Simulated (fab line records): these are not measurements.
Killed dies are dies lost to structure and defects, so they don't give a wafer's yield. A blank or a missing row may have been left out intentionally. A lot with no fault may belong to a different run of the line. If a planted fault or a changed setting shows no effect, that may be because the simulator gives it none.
Which of the tools did it? + flow sky130 + 39 wafers from 13 lots sampled at 3 of the route's 708 steps

== WHAT THE GAUGES SHOWED, per wafer ==
SKY_CAPM_THK_MEAS_01. Usual: for CAPM_CVD_00_THK the level is 15.44 nm and the standard deviation is 0.23.
| lot  | measured     | on            | CAPM_CVD_00_THK (nm) | flag |
|------|--------------|---------------|----------------------|------|
| L727 | day 36 12:02 | film-metro-02 | 15.89 15.79 15.60    |      |
| L728 | day 36 13:35 | film-metro-03 | 15.14 15.42 14.90    |      |
| L729 | day 37 07:54 | film-metro-03 | 15.49 15.58 15.75    |      |
| L730 | day 37 10:11 | film-metro-02 | 15.49 15.83 15.64    |      |
| L731 | day 37 16:17 | film-metro-02 | 15.40 15.44 15.54    |      |
| L733 | day 38 14:20 | film-metro-03 | 14.78 15.15 15.21    |      |
| L734 | day 38 20:38 | film-metro-03 | 14.85 15.65 15.57    |      |
| L736 | day 39 00:46 | film-metro-02 | 15.44 15.09 15.21    |      |
| L739 | day 40 05:36 | film-metro-03 | 15.50 15.48 15.48    |      |
| L741 | day 41 03:34 | film-metro-03 | 15.17 15.50 15.34    |      |
| L746 | day 42 15:13 | film-metro-03 | 15.32 15.51 15.57    |      |
| L748 | day 42 18:23 | film-metro-02 | 15.04 15.42 15.44    |      |
| L750 | day 43 01:20 | film-metro-02 | 15.51 15.53 15.83    |      |

SKY_CAPM_RS_MEAS_03: measurement is done with a four-point probe. Usual: for CAPM_TIN_RS the level is 6.91 ohm/sq and the standard deviation is 0.063.
| lot  | measured     | on            | CAPM_TIN_RS (ohm/sq) | flag |
|------|--------------|---------------|----------------------|------|
| L727 | day 36 12:12 | film-metro-03 | 6.98 6.95 6.98       |      |
| L728 | day 36 13:46 | film-metro-04 | 6.90 6.98 6.93       |      |
| L729 | day 37 08:05 | film-metro-02 | 7.02 7.00 7.00       |      |
| L730 | day 37 10:21 | film-metro-03 | 6.86 6.91 6.87       |      |
| L731 | day 37 16:28 | film-metro-03 | 6.87 6.90 6.89       |      |
| L733 | day 38 14:29 | film-metro-02 | 6.92 6.86 6.93       |      |
| L734 | day 38 20:47 | film-metro-04 | 6.90 6.86 6.87       |      |
| L736 | day 39 00:56 | film-metro-02 | 6.92 6.91 6.90       |      |
| L739 | day 40 05:48 | film-metro-04 | 6.90 6.87 6.84       |      |
| L741 | day 41 03:44 | film-metro-02 | 6.85 6.79 6.84       |      |
| L746 | day 42 15:23 | film-metro-04 | 6.88 6.88 6.88       |      |
| L748 | day 42 18:33 | film-metro-04 | 6.95 6.95 7.01       |      |
| L750 | day 43 01:31 | film-metro-03 | 6.88 6.98 6.94       |      |

== EACH LOT AND THE TOOL THAT RAN IT (in order: tool; ch and the chambers of the sampled wafers; start) ==
| lot  | SKY_METAL3_SPUTTER_04        |
|------|------------------------------|
| L727 | pvd-sputter-04, day 36 11:58 |
| L728 | pvd-sputter-02, day 36 13:29 |
| L729 | pvd-sputter-04, day 37 07:47 |
| L730 | pvd-sputter-01, day 37 10:07 |
| L731 | pvd-sputter-04, day 37 16:12 |
| L733 | pvd-sputter-01, day 38 14:15 |
| L734 | pvd-sputter-02, day 38 20:33 |
| L736 | pvd-sputter-04, day 39 00:41 |
| L739 | pvd-sputter-02, day 40 05:29 |
| L741 | pvd-sputter-01, day 41 03:29 |
| L746 | pvd-sputter-01, day 42 15:08 |
| L748 | pvd-sputter-04, day 42 18:19 |
| L750 | pvd-sputter-04, day 43 01:16 |
- SKY_METAL3_SPUTTER_04: material TiN, target thk 70 nm, time 58.3 s.

== AS READ BY THE TOOLS THEMSELVES (means over the sampled wafers that have a number; for cases with no such wafer, the mark the record gives instead) ==
SKY_METAL3_SPUTTER_04. Usual: 29.9 % for throttle-valve-pct, sd 1.3.
| lot  | tool           | throttle-valve-pct (%) | flag |
|------|----------------|------------------------|------|
| L727 | pvd-sputter-04 | 29.1                   |      |
| L728 | pvd-sputter-02 | 30.5                   |      |
| L729 | pvd-sputter-04 | 29.9                   |      |
| L730 | pvd-sputter-01 | 29.0                   |      |
| L731 | pvd-sputter-04 | 29.9                   |      |
| L733 | pvd-sputter-01 | 29.2                   |      |
| L734 | pvd-sputter-02 | 30.2                   |      |
| L736 | pvd-sputter-04 | 29.2                   |      |
| L739 | pvd-sputter-02 | 30.5                   |      |
| L741 | pvd-sputter-01 | 29.7                   |      |
| L746 | pvd-sputter-01 | 31.3                   |      |
| L748 | pvd-sputter-04 | 29.5                   |      |
| L750 | pvd-sputter-04 | 29.0                   |      |

== THE ANSWER, worked out from the rows above alone ==
Rule: lot off if the mean of its wafers having a number is beyond 3 standard deviations from the usual mean. Also off: a lot with no number at a reading for which 4 or more lots have one. All remaining lots with rows at the step are treated as sound. Order of review: gauges by route order, followed by the tools' own readings, for which a lot's mean as printed above is used. The first step at which some lot is off is used, and at that step the reading that is off furthest; a lot without a number counts as furthest.
Across all readings shown, no lot is off: no conclusion can be drawn from this.

== WHAT THE SIMULATOR PUT IN ==
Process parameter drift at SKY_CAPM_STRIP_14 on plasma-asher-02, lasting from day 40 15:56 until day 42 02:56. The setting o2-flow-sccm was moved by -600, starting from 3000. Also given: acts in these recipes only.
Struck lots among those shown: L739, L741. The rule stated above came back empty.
